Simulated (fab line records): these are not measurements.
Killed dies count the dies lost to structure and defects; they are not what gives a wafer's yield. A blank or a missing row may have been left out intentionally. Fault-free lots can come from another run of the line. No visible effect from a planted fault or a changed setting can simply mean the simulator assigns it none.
Matching of chambers	flow gf180mcu	GF_MIM_CVD_05 on pecvd-01: 3 sister chambers
The step deposits Si3N4, target thk 42 nm, time 29.086 s. 3 wafers are shown with their chamber, then 9 later ones without.

## WAFERS PAIRED WITH THEIR CHAMBERS
wafer	chamber	heater-power-w (W)
L088.5	1	591
L090.4	2	770
L090.5	0	751

## WAFERS WITH NO CHAMBER GIVEN
wafer	heater-power-w (W)
L092.1	622
L092.5	640
L092.6	732
L093.2	702
L093.4	699
L093.6	664
L097.2	731
L097.4	628
L097.5	719

## CHAMBER TAKEN BY EACH
wafer	from the rows above	in truth
L092.1	1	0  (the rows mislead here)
L092.5	can't be placed: 1 or 0 or 2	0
L092.6	can't be placed: 0 or 2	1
L093.2	can't be placed: 0 or 2 or 1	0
L093.4	can't be placed: 0 or 2 or 1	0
L093.6	can't be placed: 1 or 0 or 2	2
L097.2	can't be placed: 0 or 2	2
L097.4	can't be placed: 1 or 0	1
L097.5	can't be placed: 0 or 2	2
Placed correctly: 0 of 9. Unplaceable from these rows: 8, with the true chamber sitting among the candidates in 7. Number placed wrongly: 1.
How it was worked out, from the rows above alone: a wafer's distance from a chamber is the root of the sum, over the readings, of the square of ((its reading less the chamber's mean) divided by the reading's scatter). If the next closest chamber is less than 2 further off than the closest, the wafer can't be placed; otherwise it belongs to the closest. A chamber's mean is the mean of its shown wafers. The scatter: root of mean squared gap, hidden wafer to nearest shown wafer, with one shown wafer a chamber.
